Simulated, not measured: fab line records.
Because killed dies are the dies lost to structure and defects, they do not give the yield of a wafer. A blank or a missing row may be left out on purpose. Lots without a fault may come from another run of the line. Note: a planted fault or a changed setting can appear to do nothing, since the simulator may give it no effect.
fab line records :: flow sky130 :: part 2 of 2: steps 30 to 40 of 40
[record]
  lots = 5
  wafers = 15
  last_day = 50
route steps=708 shown LDD_P@258 LDD_HVN@267 LDD_HVP@278 LDD_LDN@289
lots with no fault: from the same line, run without faults
start_h: the number of hours between the record's first day and the start of the first shown wafer of the lot :: wait_h: how many hours have passed since the lot's step before this one :: " same as the row above :: L1.1+2: one row covering several wafers at once :: - no value, or no start given :: * or withheld: withheld :: < > ~ a bound
route shown NAME@n: NAME is a module with steps in the file, n the number in the route of the first one :: usual: mean and standard deviation over wafers with no fault :: same: alike in all rows :: chamber/n: place in a boat :: sites: each site's reading :: _std_site: the values' standard deviation :: _edge_site: the outer-site mean with the inner-site mean subtracted :: radius_mm: how far each site lies from the wafer's centre :: mask NAME#n: copy n :: behind: tool/chamber where the wafer was last shaped :: hold: cause of the lot's hold/its duration in hours/its outcome :: device: which transistor (n, p or np) failed to switch :: end of line: tests run on the same wafers once the route is complete :: for a step that has no rows: nothing shown but its recipe :: killed: not the wafer's yield, but the dies lost to structure and defects at the first sort :: map: a wafer's dies, marking killed ones x, the rest . and places with no die _
set.NAME: the setting as run; set.NAME@STEP: as run at that earlier step :: model.NAME: the simulator's own value behind a step, which no gauge read
lots at selected steps of the route; one table per step, one row per wafer
services: a tool's chamber out of use, with start hour (start_h, from the record's first day; less than 0 if before it), hours out, and reason
[[steps]]
[step SKY_LDD_HVP_STRIP_09]
[recipe]
  chemistry = O2/N2
  power_w = 1400
  pressure_mtorr = 1500
  platen_temp_c = withheld
  o2_flow_sccm = 3000
  n2_flow_sccm = 300
  overash_fraction = 0.5
[usual]
  drypump_motor_current_A = 5.66/0.29
  oes_product_au = 0.408/0.0045
  strip_time_to_endpoint_s = 4.129/0.016
lot.wafer: L082.1
tool: plasma_asher-02
chamber: 1
start_h: 570.80
wait_h: 0.1
drypump_motor_current_A: 5.47
oes_product_au: 0.408
rf_hours_counter_h: 74
strip_time_to_endpoint_s: 4.118

lot.wafer: L082.3
tool: plasma_asher-02
chamber: 0
start_h: 570.80
wait_h: 0.1
drypump_motor_current_A: 6.13
oes_product_au: 0.412
rf_hours_counter_h: -
strip_time_to_endpoint_s: 4.116

lot.wafer: L082.4
tool: plasma_asher-02
chamber: 1
start_h: 570.80
wait_h: 0.1
drypump_motor_current_A: 5.48
oes_product_au: 0.418
rf_hours_counter_h: -
strip_time_to_endpoint_s: 4.113

lot.wafer: L088.1
tool: plasma_asher-01
chamber: 1
start_h: 619.99
wait_h: 0.1
drypump_motor_current_A: 5.32
oes_product_au: 0.404
rf_hours_counter_h: 51
strip_time_to_endpoint_s: 4.121

lot.wafer: L088.2
tool: plasma_asher-01
chamber: 0
start_h: 619.99
wait_h: 0.1
drypump_motor_current_A: 5.75
oes_product_au: 0.421
rf_hours_counter_h: 51
strip_time_to_endpoint_s: 4.131

lot.wafer: L088.3
tool: plasma_asher-01
chamber: 1
start_h: 619.99
wait_h: 0.1
drypump_motor_current_A: 5.33
oes_product_au: 0.410
rf_hours_counter_h: -
strip_time_to_endpoint_s: 4.133

lot.wafer: L091.1
tool: plasma_asher-04
chamber: 0
start_h: 653.49
wait_h: 0.1
drypump_motor_current_A: 5.49
oes_product_au: 0.414
rf_hours_counter_h: 95
strip_time_to_endpoint_s: 4.130

lot.wafer: L091.2
tool: plasma_asher-04
chamber: 1
start_h: 653.49
wait_h: 0.1
drypump_motor_current_A: 5.96
oes_product_au: 0.403
rf_hours_counter_h: 95
strip_time_to_endpoint_s: 4.119

lot.wafer: L091.6
tool: plasma_asher-04
chamber: 1
start_h: 653.49
wait_h: 0.1
drypump_motor_current_A: 5.98
oes_product_au: 0.410
rf_hours_counter_h: -
strip_time_to_endpoint_s: 4.111

lot.wafer: L093.2
tool: plasma_asher-04
chamber: 0
start_h: 657.84
wait_h: 0.1
drypump_motor_current_A: 5.52
oes_product_au: 0.409
rf_hours_counter_h: 95
strip_time_to_endpoint_s: 4.119

lot.wafer: L093.4
tool: plasma_asher-04
chamber: 0
start_h: 657.84
wait_h: 0.1
drypump_motor_current_A: 5.48
oes_product_au: 0.409
rf_hours_counter_h: -
strip_time_to_endpoint_s: 4.142

lot.wafer: L093.5
tool: plasma_asher-04
chamber: 0
start_h: 657.84
wait_h: 0.1
drypump_motor_current_A: 5.53
oes_product_au: 0.404
rf_hours_counter_h: -
strip_time_to_endpoint_s: 4.116

lot.wafer: L097.1
tool: plasma_asher-01
chamber: 0
start_h: 701.54
wait_h: 0.1
drypump_motor_current_A: 5.79
oes_product_au: 0.399
rf_hours_counter_h: 60
strip_time_to_endpoint_s: 4.108

lot.wafer: L097.4
tool: plasma_asher-01
chamber: 1
start_h: 701.54
wait_h: 0.1
drypump_motor_current_A: 5.30
oes_product_au: 0.400
rf_hours_counter_h: -
strip_time_to_endpoint_s: 4.115

lot.wafer: L097.6
tool: plasma_asher-01
chamber: 0
start_h: 701.54
wait_h: 0.1
drypump_motor_current_A: 5.81
oes_product_au: 0.406
rf_hours_counter_h: -
strip_time_to_endpoint_s: 4.121
[step SKY_LDD_HVP_TW_MEAS_10]
[usual]
  LDD_HVP_TW = 460/4.5
lot.wafer: L082.1
tool: film_metro-02
chamber: -
start_h: 570.90
wait_h: 0.1
LDD_HVP_TW: 461

lot.wafer: L082.3
tool: film_metro-02
chamber: -
start_h: 570.90
wait_h: 0.1
LDD_HVP_TW: 461

lot.wafer: L082.4
tool: film_metro-02
chamber: -
start_h: 570.90
wait_h: 0.1
LDD_HVP_TW: 463

lot.wafer: L088.1
tool: film_metro-02
chamber: -
start_h: 620.09
wait_h: 0.1
LDD_HVP_TW: 461

lot.wafer: L088.2
tool: film_metro-02
chamber: -
start_h: 620.09
wait_h: 0.1
LDD_HVP_TW: 460

lot.wafer: L088.3
tool: film_metro-02
chamber: -
start_h: 620.09
wait_h: 0.1
LDD_HVP_TW: 463

lot.wafer: L091.1
tool: film_metro-02
chamber: -
start_h: 653.59
wait_h: 0.1
LDD_HVP_TW: 460

lot.wafer: L091.2
tool: film_metro-02
chamber: -
start_h: 653.59
wait_h: 0.1
LDD_HVP_TW: 463

lot.wafer: L091.6
tool: film_metro-02
chamber: -
start_h: 653.59
wait_h: 0.1
LDD_HVP_TW: 463

lot.wafer: L093.2
tool: film_metro-03
chamber: -
start_h: 657.95
wait_h: 0.1
LDD_HVP_TW: 451

lot.wafer: L093.4
tool: film_metro-03
chamber: -
start_h: 657.95
wait_h: 0.1
LDD_HVP_TW: 452

lot.wafer: L093.5
tool: film_metro-03
chamber: -
start_h: 657.95
wait_h: 0.1
LDD_HVP_TW: 453

lot.wafer: L097.1
tool: film_metro-02
chamber: -
start_h: 701.64
wait_h: 0.1
LDD_HVP_TW: 459

lot.wafer: L097.4
tool: film_metro-02
chamber: -
start_h: 701.64
wait_h: 0.1
LDD_HVP_TW: 456

lot.wafer: L097.6
tool: film_metro-02
chamber: -
start_h: 701.64
wait_h: 0.1
LDD_HVP_TW: 454
[step SKY_LDD_LDN_DEHYDRATE_00]
[recipe]
  temp_c = 200
  time_s = 60
lot.wafer: L082.1+3+4
tool: litho_track-02
chamber: 0
start_h: 584.80
wait_h: 13.9

lot.wafer: L088.1+2+3
tool: litho_track-02
chamber: 0
start_h: 634.00
wait_h: 13.9

lot.wafer: L091.1+2+6
tool: litho_track-02
chamber: 0
start_h: 667.60
wait_h: 14.0

lot.wafer: L093.2+4+5
tool: litho_track-03
chamber: 0
start_h: 671.35
wait_h: 13.4

lot.wafer: L097.1+4+6
tool: litho_track-02
chamber: 0
start_h: 714.35
wait_h: 12.7
[step SKY_LDD_LDN_HMDS_01]
[recipe]
  prime_time_s = 60
  prime_temp_c = 120
lot.wafer: L082.1+3+4
tool: litho_track-02
chamber: 0
start_h: 584.95
wait_h: 0.1

lot.wafer: L088.1+2+3
tool: litho_track-02
chamber: 0
start_h: 634.15
wait_h: 0.1

lot.wafer: L091.1+2+6
tool: litho_track-02
chamber: 0
start_h: 667.75
wait_h: 0.1

lot.wafer: L093.2+4+5
tool: litho_track-03
chamber: 0
start_h: 671.50
wait_h: 0.1

lot.wafer: L097.1+4+6
tool: litho_track-02
chamber: 0
start_h: 714.50
wait_h: 0.1
[step SKY_LDD_LDN_COAT_02]
[recipe]
  resist = NOVOLAK
  spin_rpm = 3000
  resist_thk_nm = 1140
[usual]
  dispense_pressure_kPa = 50.0/1.6
lot.wafer: L082.1
tool: litho_track-02
chamber: 0
start_h: 585.10
wait_h: 0.1
dispense_pressure_kPa: 51.8

lot.wafer: L082.3
tool: litho_track-02
chamber: 0
start_h: 585.10
wait_h: 0.1
dispense_pressure_kPa: 51.9

lot.wafer: L082.4
tool: litho_track-02
chamber: 0
start_h: 585.10
wait_h: 0.1
dispense_pressure_kPa: 51.9

lot.wafer: L088.1
tool: litho_track-02
chamber: 0
start_h: 634.30
wait_h: 0.1
dispense_pressure_kPa: 51.8

lot.wafer: L088.2
tool: litho_track-02
chamber: 0
start_h: 634.30
wait_h: 0.1
dispense_pressure_kPa: 51.9

lot.wafer: L088.3
tool: litho_track-02
chamber: 0
start_h: 634.30
wait_h: 0.1
dispense_pressure_kPa: 51.8

lot.wafer: L091.1
tool: litho_track-02
chamber: 0
start_h: 667.90
wait_h: 0.1
dispense_pressure_kPa: 51.8

lot.wafer: L091.2
tool: litho_track-02
chamber: 0
start_h: 667.90
wait_h: 0.1
dispense_pressure_kPa: 51.8

lot.wafer: L091.6
tool: litho_track-02
chamber: 0
start_h: 667.90
wait_h: 0.1
dispense_pressure_kPa: 51.8

lot.wafer: L093.2
tool: litho_track-03
chamber: 0
start_h: 671.65
wait_h: 0.1
dispense_pressure_kPa: 48.0

lot.wafer: L093.4
tool: litho_track-03
chamber: 0
start_h: 671.65
wait_h: 0.1
dispense_pressure_kPa: 48.0

lot.wafer: L093.5
tool: litho_track-03
chamber: 0
start_h: 671.65
wait_h: 0.1
dispense_pressure_kPa: 48.0

lot.wafer: L097.1
tool: litho_track-02
chamber: 0
start_h: 714.65
wait_h: 0.1
dispense_pressure_kPa: 51.9

lot.wafer: L097.4
tool: litho_track-02
chamber: 0
start_h: 714.65
wait_h: 0.1
dispense_pressure_kPa: 51.8

lot.wafer: L097.6
tool: litho_track-02
chamber: 0
start_h: 714.65
wait_h: 0.1
dispense_pressure_kPa: 51.8
[step SKY_LDD_LDN_SOFTBAKE_03]
[recipe]
  temp_c = 90
  time_s = 60
  resist = NOVOLAK
lot.wafer: L082.1+3+4
tool: litho_track-02
chamber: 0
start_h: 585.25
wait_h: 0.1

lot.wafer: L088.1+2+3
tool: litho_track-02
chamber: 0
start_h: 634.45
wait_h: 0.1

lot.wafer: L091.1+2+6
tool: litho_track-02
chamber: 0
start_h: 668.05
wait_h: 0.1

lot.wafer: L093.2+4+5
tool: litho_track-03
chamber: 0
start_h: 671.80
wait_h: 0.1

lot.wafer: L097.1+4+6
tool: litho_track-02
chamber: 0
start_h: 714.80
wait_h: 0.1
[step SKY_LDD_LDN_EXPOSE_04]
[recipe]
  mask_id = LDNTM
  na = 0.6
  source_shape = conventional
  sigma_outer = 0.6
  polarization = unpolarized
  target_cd_nm = 700
  dose_mj = 140
[usual]
  focus_offset_nm = 0.0/0.54
  stage_vel_mm_s = 499.94/0.27
[same]
  sigma_outer = 0.6
lot.wafer: L082.1
tool: iline_stepper-01
chamber: 0
start_h: -
wait_h: -
mask: LDNTM#0
focus_offset_nm: 0.2
stage_vel_mm_s: 499.51

lot.wafer: L082.3
tool: iline_stepper-01
chamber: 0
start_h: -
wait_h: -
mask: LDNTM#0
focus_offset_nm: 0.5
stage_vel_mm_s: 499.96

lot.wafer: L082.4
tool: iline_stepper-01
chamber: 0
start_h: -
wait_h: -
mask: LDNTM#0
focus_offset_nm: 1.1
stage_vel_mm_s: 499.81

lot.wafer: L088.1
tool: iline_stepper-02
chamber: 0
start_h: -
wait_h: -
mask: LDNTM#0
focus_offset_nm: 0.6
stage_vel_mm_s: 500.28

lot.wafer: L088.2
tool: iline_stepper-02
chamber: 0
start_h: -
wait_h: -
mask: LDNTM#0
focus_offset_nm: 0.2
stage_vel_mm_s: 500.20

lot.wafer: L088.3
tool: iline_stepper-02
chamber: 0
start_h: -
wait_h: -
mask: LDNTM#0
focus_offset_nm: 0.7
stage_vel_mm_s: 500.19

lot.wafer: L091.1
tool: iline_stepper-01
chamber: 0
start_h: -
wait_h: -
mask: LDNTM#0
focus_offset_nm: -0.7
stage_vel_mm_s: 499.89

lot.wafer: L091.2
tool: iline_stepper-01
chamber: 0
start_h: -
wait_h: -
mask: LDNTM#0
focus_offset_nm: -0.5
stage_vel_mm_s: 499.93

lot.wafer: L091.6
tool: iline_stepper-01
chamber: 0
start_h: -
wait_h: -
mask: LDNTM#0
focus_offset_nm: 0.4
stage_vel_mm_s: 500.18

lot.wafer: L093.2
tool: iline_stepper-02
chamber: 0
start_h: -
wait_h: -
mask: LDNTM#0
focus_offset_nm: -0.5
stage_vel_mm_s: 499.69

lot.wafer: L093.4
tool: iline_stepper-02
chamber: 0
start_h: -
wait_h: -
mask: LDNTM#0
focus_offset_nm: -0.2
stage_vel_mm_s: 499.91

lot.wafer: L093.5
tool: iline_stepper-02
chamber: 0
start_h: -
wait_h: -
mask: LDNTM#0
focus_offset_nm: -1.0
stage_vel_mm_s: 500.16

lot.wafer: L097.1
tool: iline_stepper-01
chamber: 0
start_h: -
wait_h: -
mask: LDNTM#0
focus_offset_nm: -0.1
stage_vel_mm_s: 499.82

lot.wafer: L097.4
tool: iline_stepper-01
chamber: 0
start_h: -
wait_h: -
mask: LDNTM#0
focus_offset_nm: -1.2
stage_vel_mm_s: 500.11

lot.wafer: L097.6
tool: iline_stepper-01
chamber: 0
start_h: -
wait_h: -
mask: LDNTM#0
focus_offset_nm: -0.2
stage_vel_mm_s: 500.24
[step SKY_LDD_LDN_PEB_05]
[recipe]
  temp_c = withheld
  time_s = *
  resist = NOVOLAK
lot.wafer: L082.1+3+4
tool: litho_track-01
chamber: 0
start_h: -
wait_h: -

lot.wafer: L088.1+2+3
tool: litho_track-03
chamber: 0
start_h: -
wait_h: -

lot.wafer: L091.1+2+6
tool: litho_track-02
chamber: 0
start_h: -
wait_h: -

lot.wafer: L093.2+4+5
tool: litho_track-03
chamber: 0
start_h: -
wait_h: -

lot.wafer: L097.1+4+6
tool: litho_track-01
chamber: 0
start_h: -
wait_h: -
[step SKY_LDD_LDN_DEVELOP_06]
[recipe]
  resist = NOVOLAK
  developer = TMAH
  develop_time_s = 60
  dev_temp_c = 23
lot.wafer: L082.1+3+4
tool: litho_track-01
chamber: 0
start_h: 600.50
wait_h: 0.1

lot.wafer: L088.1+2+3
tool: litho_track-03
chamber: 0
start_h: 648.68
wait_h: 0.1

lot.wafer: L091.1+2+6
tool: litho_track-02
chamber: 0
start_h: 681.55
wait_h: 0.1

lot.wafer: L093.2+4+5
tool: litho_track-03
chamber: 0
start_h: 685.25
wait_h: 0.1

lot.wafer: L097.1+4+6
tool: litho_track-01
chamber: 0
start_h: 728.86
wait_h: 0.1
[step SKY_LDD_LDN_OVL_MEAS_07]
[usual]
  LDD_LDN_OVL = -1.3/1.1
lot.wafer: L082.1
tool: overlay-02
chamber: -
start_h: 600.65
wait_h: 0.1
LDD_LDN_OVL[nm]: 0.0

lot.wafer: L082.3
tool: overlay-02
chamber: -
start_h: 600.65
wait_h: 0.1
LDD_LDN_OVL[nm]: 0.4

lot.wafer: L082.4
tool: overlay-02
chamber: -
start_h: 600.65
wait_h: 0.1
LDD_LDN_OVL[nm]: 0.3

lot.wafer: L088.1
tool: overlay-02
chamber: -
start_h: 648.83
wait_h: 0.1
LDD_LDN_OVL[nm]: -1.8

lot.wafer: L088.2
tool: overlay-02
chamber: -
start_h: 648.83
wait_h: 0.1
LDD_LDN_OVL[nm]: -2.7

lot.wafer: L088.3
tool: overlay-02
chamber: -
start_h: 648.83
wait_h: 0.1
LDD_LDN_OVL[nm]: 0.3

lot.wafer: L091.1
tool: overlay-01
chamber: -
start_h: 681.70
wait_h: 0.1
LDD_LDN_OVL[nm]: -2.3

lot.wafer: L091.2
tool: overlay-01
chamber: -
start_h: 681.70
wait_h: 0.1
LDD_LDN_OVL[nm]: -2.8

lot.wafer: L091.6
tool: overlay-01
chamber: -
start_h: 681.70
wait_h: 0.1
LDD_LDN_OVL[nm]: -2.0

lot.wafer: L093.2
tool: overlay-01
chamber: -
start_h: 685.38
wait_h: 0.1
LDD_LDN_OVL[nm]: -1.2

lot.wafer: L093.4
tool: overlay-01
chamber: -
start_h: 685.38
wait_h: 0.1
LDD_LDN_OVL[nm]: -1.7

lot.wafer: L093.5
tool: overlay-01
chamber: -
start_h: 685.38
wait_h: 0.1
LDD_LDN_OVL[nm]: -3.5

lot.wafer: L097.1
tool: overlay-02
chamber: -
start_h: 729.01
wait_h: 0.1
LDD_LDN_OVL[nm]: -2.1

lot.wafer: L097.4
tool: overlay-02
chamber: -
start_h: 729.01
wait_h: 0.1
LDD_LDN_OVL[nm]: -2.5

lot.wafer: L097.6
tool: overlay-02
chamber: -
start_h: 729.01
wait_h: 0.1
LDD_LDN_OVL[nm]: -3.3
[step SKY_LDD_LDN_IMPLANT_08]
[recipe]
  species = As
  energy_kev = 15
  dose_cm2 = 1.25e+13
  tilt_deg = withheld
  rotation_deg = 23
[usual]
  beam_energy_keV = 15.000/0.0051
  dose_ions_cm2 = 1.2502e+13/1.2e+10
lot.wafer: L082.1
tool: implanter-02
chamber: 0
start_h: 600.69
wait_h: 0.0
beam_energy_keV: 15.004
dose_ions_cm2: 1.2504e+13

lot.wafer: L082.3
tool: implanter-02
chamber: 0
start_h: 600.69
wait_h: 0.0
beam_energy_keV: 15.008
dose_ions_cm2: 1.2508e+13

lot.wafer: L082.4
tool: implanter-02
chamber: 0
start_h: 600.69
wait_h: 0.0
beam_energy_keV: 15.000
dose_ions_cm2: 1.2514e+13

lot.wafer: L088.1
tool: implanter-03
chamber: 0
start_h: 648.86
wait_h: 0.0
beam_energy_keV: 14.996
dose_ions_cm2: 1.2488e+13

lot.wafer: L088.2
tool: implanter-03
chamber: 0
start_h: 648.86
wait_h: 0.0
beam_energy_keV: 15.002
dose_ions_cm2: 1.2493e+13

lot.wafer: L088.3
tool: implanter-03
chamber: 0
start_h: 648.86
wait_h: 0.0
beam_energy_keV: 15.005
dose_ions_cm2: 1.2499e+13

lot.wafer: L091.1
tool: implanter-04
chamber: 0
start_h: 681.74
wait_h: 0.0
beam_energy_keV: 14.999
dose_ions_cm2: 1.2486e+13

lot.wafer: L091.2
tool: implanter-04
chamber: 0
start_h: 681.74
wait_h: 0.0
beam_energy_keV: 15.006
dose_ions_cm2: 1.2492e+13

lot.wafer: L091.6
tool: implanter-04
chamber: 0
start_h: 681.74
wait_h: 0.0
beam_energy_keV: 15.006
dose_ions_cm2: 1.2474e+13

lot.wafer: L093.2
tool: implanter-02
chamber: 0
start_h: 685.44
wait_h: 0.0
beam_energy_keV: 14.993
dose_ions_cm2: 1.2492e+13

lot.wafer: L093.4
tool: implanter-02
chamber: 0
start_h: 685.44
wait_h: 0.0
beam_energy_keV: 15.007
dose_ions_cm2: 1.2493e+13

lot.wafer: L093.5
tool: implanter-02
chamber: 0
start_h: 685.44
wait_h: 0.0
beam_energy_keV: 15.008
dose_ions_cm2: 1.2494e+13

lot.wafer: L097.1
tool: implanter-04
chamber: 0
start_h: 729.04
wait_h: 0.0
beam_energy_keV: 15.002
dose_ions_cm2: 1.2481e+13

lot.wafer: L097.4
tool: implanter-04
chamber: 0
start_h: 729.04
wait_h: 0.0
beam_energy_keV: 15.001
dose_ions_cm2: 1.2495e+13

lot.wafer: L097.6
tool: implanter-04
chamber: 0
start_h: 729.04
wait_h: 0.0
beam_energy_keV: 15.002
dose_ions_cm2: 1.2502e+13
[[services]]
tool: plasma_asher-02
chamber: -
start_h: 492.32
hours: 2.8
kind: pm

tool: implanter-03
chamber: -
start_h: 494.96
hours: 4.6
kind: repair

tool: plasma_asher-01
chamber: -
start_h: 524.41
hours: 2.6
kind: repair

tool: implanter-01
chamber: -
start_h: 534.71
hours: 1.6
kind: repair

tool: iline_stepper-01
chamber: -
start_h: 560.52
hours: 1.7
kind: pm

tool: implanter-03
chamber: -
start_h: 561.98
hours: 1.6
kind: repair

tool: implanter-02
chamber: -
start_h: 581.53
hours: 9.1
kind: pm

tool: implanter-04
chamber: -
start_h: 585.20
hours: 5.1
kind: pm

tool: implanter-01
chamber: -
start_h: 602.88
hours: 3.3
kind: repair

tool: implanter-03
chamber: -
start_h: 613.51
hours: 5.3
kind: repair

tool: plasma_asher-01
chamber: -
start_h: 640.54
hours: 2.8
kind: pm

tool: plasma_asher-02
chamber: -
start_h: 646.47
hours: 9.9
kind: repair

tool: implanter-01
chamber: -
start_h: 650.51
hours: 4.1
kind: repair

tool: implanter-03
chamber: -
start_h: 650.77
hours: 2.2
kind: repair

tool: plasma_asher-02
chamber: -
start_h: 661.93
hours: 15.6
kind: pm

tool: iline_stepper-02
chamber: -
start_h: 676.04
hours: 1.7
kind: pm

tool: iline_stepper-01
chamber: -
start_h: 677.04
hours: 25.5
kind: repair

tool: implanter-01
chamber: -
start_h: 685.16
hours: 3.0
kind: repair

tool: implanter-01
chamber: -
start_h: 696.19
hours: 8.7
kind: repair

tool: implanter-02
chamber: -
start_h: 697.89
hours: 5.1
kind: repair

tool: implanter-01
chamber: -
start_h: 702.28
hours: 3.0
kind: repair

tool: implanter-03
chamber: -
start_h: 703.08
hours: 3.6
kind: pm

tool: iline_stepper-02
chamber: -
start_h: 713.90
hours: 9.7
kind: repair

tool: iline_stepper-02
chamber: -
start_h: 723.62
hours: 4.4
kind: pm
